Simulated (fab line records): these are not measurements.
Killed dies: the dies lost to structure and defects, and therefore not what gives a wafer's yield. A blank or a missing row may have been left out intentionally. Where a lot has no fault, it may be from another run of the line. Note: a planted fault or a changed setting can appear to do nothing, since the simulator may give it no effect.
A lot that was struck, set against a sound lot :: flow sky130 :: 19 out of 708 route steps
Sound: wafers L756.2, L756.3, L756.4. Struck: wafer L777.3. (L777.2, L777.6 of the same lot were not struck and are left out.) The cause comes at the end.
Order at every step that has rows: each side's tool, ch and its chambers, its first start. Under that, the readings that differ: sound wafers :: struck wafers :: difference of the means :: sigmas: that difference in standard deviations of wafers without a fault.
alike: same words and numbers on both sides, and readings whose means sit less than 2 such deviations apart. not compared: any withheld reading, any reading some wafer has no value for, any bound like >300 that may hide the same value, and any number with overlapping values for which the record gives no deviation.
The two part at a step that has a row with sigmas, a row that says differs or no value, or rows on one side only. Numbers that don't overlap but have no deviation are shown without sigmas and don't part them. A reading that every wafer of one side lacks parts them only if that side has two wafers or more.

SKY_VIA4_ETCH_12: etches SiO2 in C4F8/O2/Ar, stops on TiN, target depth 580 nm.
  sound on rieDiel-01 ch 0,1,2, day 42 23:53; struck on rieDiel-02 ch 0, day 48 04:26
  alike: oesProductAu
SKY_VIA4_STRIP_13: strips in O2/N2.
  sound on plasmaAsher-02 ch 0,1, day 42 23:58; struck on plasmaAsher-04 ch 0, day 48 04:31
  alike: drypumpMotorCurrentA, oesProductAu, stripTimeToEndpointS
  not compared: rfHoursCounterH
then, 5 steps without rows for these wafers: SKY_VIA4_STRIP_14 (strips in post etch residue remover, time 1200 s); SKY_VIA4_CLEAN_15 (cleans in IPA, time 180 s); SKY_VIA4_CLEAN_16 (cleans in O3/DIW); SKY_VIA4_SPUTTER_17 (material TiN, target thk 20 nm, time 80 s); SKY_VIA4_CVD_18 (deposits W, target thk 505 nm, time 152.14 s).
SKY_VIA4_RS_MEAS_19: uses a four-point probe to measure.
  sound on filmMetro-04, day 43 00:54; struck on filmMetro-03, day 48 05:23
  alike: VIA4_W_RS
SKY_VIA4_THK_MEAS_20: measures by xrf.
  sound on filmMetro-04, day 43 01:01; struck on filmMetro-03, day 48 05:29
  alike: VIA4_W_THK
SKY_VIA4_CMP_21: polishes, stops on SiO2, t overpolish 25 s, target thk 0 nm.
  sound on cmp-02 ch 1,2,3, day 43 01:04; struck on cmp-01 ch 2, day 48 05:35
reading: timeToEndpointS (s)
sound: 105 122 113
struck: 137
difference: +24
sigmas: +3
  alike: motorCurrentA, overpolishRunS, retainingRingPressureFrac
then, 1 step without rows for these wafers: SKY_METAL5_SPUTTER_00 (material Ti, target thk 15 nm, time 10 s).
SKY_METAL5_SPUTTER_01: material TiN, target thk 20 nm, time 16.7 s.
  sound on pvdSputter-04, day 43 01:23; struck on pvdSputter-04, day 48 05:52
  alike: cathodeDcPowerW, throttleValvePct
SKY_METAL5_SPUTTER_02: material AlCu, target thk 1150 nm, time 61.2 s.
  sound on pvdSputter-04, day 43 01:25; struck on pvdSputter-04, day 48 05:53
reading: model.AlCu_of_METAL5_SPUTTER_02.thkNm (nm)
sound: 1159 1169 1166
struck: 1190
difference: +25
sigmas: 
  alike: cathodeDcPowerW, throttleValvePct
SKY_METAL5_SPUTTER_03: material Ti, target thk 5 nm, time 3.3 s.
  sound on pvdSputter-04, day 43 01:28; struck on pvdSputter-04, day 48 05:56
  alike: cathodeDcPowerW, throttleValvePct
then, 1 step without rows for these wafers: SKY_METAL5_SPUTTER_04 (material TiN, target thk 70 nm, time 58.3 s).
SKY_METAL5_RS_MEAS_05: uses a four-point probe to measure.
  sound on filmMetro-04, day 43 01:33; struck on filmMetro-02, day 48 06:01
reading: METAL5_ALCU_RS (ohm/sq)
sound: 0.02689 0.02664 0.02672
struck: 0.02617
difference: -0.00058
sigmas: -3
SKY_METAL5_THK_MEAS_06: measures by xrf.
  sound on filmMetro-04, day 43 01:40; struck on filmMetro-02, day 48 06:08
reading: METAL5_ALCU_THK (nm)
sound: 1176 1188 1184
struck: 1219
difference: +36
sigmas: +3
then, 1 step without rows for these wafers: SKY_METAL5_DEHYDRATE_07 (time 60 s).
-- the record jumps here: 2 days lie between the struck wafers' starts before and after (it left off in module METAL5 and takes up again in module PAD_OPEN, whose first step shown is number 708 of the route) --
SKY_PAD_OPEN_PROBE_99:
  sound on prober-02, day 45 22:49; struck on prober-01, day 50 13:37
reading: model.etest.met5.rsOhmSq
sound: 0.02692 0.02701 0.02702
struck: 0.02626
difference: -0.00072
sigmas: 

reading: model.etest.met5.lineOhmUm
sound: 0.01676 0.01674 0.01692
struck: 0.01627
difference: -0.00054
sigmas: 
  alike: defectLimitedYield, killed_at_M0_to_M3, killed_at_M4_up, killedAtContacts, killedAtFrontEnd, killedAtOther, killedDies, killedOpen, killedShort, sort_bin_3_pad_short, sort_bin_5_function, sort_bin_6_memory, sortNPass, sortYieldPct

## WHERE THEY PART
First at SKY_VIA4_CMP_21; last, within this record, at SKY_METAL5_THK_MEAS_06. Later steps at which nothing parts them and some readings are alike: SKY_PAD_OPEN_PROBE_99.

WHY: what had been put in by the simulator
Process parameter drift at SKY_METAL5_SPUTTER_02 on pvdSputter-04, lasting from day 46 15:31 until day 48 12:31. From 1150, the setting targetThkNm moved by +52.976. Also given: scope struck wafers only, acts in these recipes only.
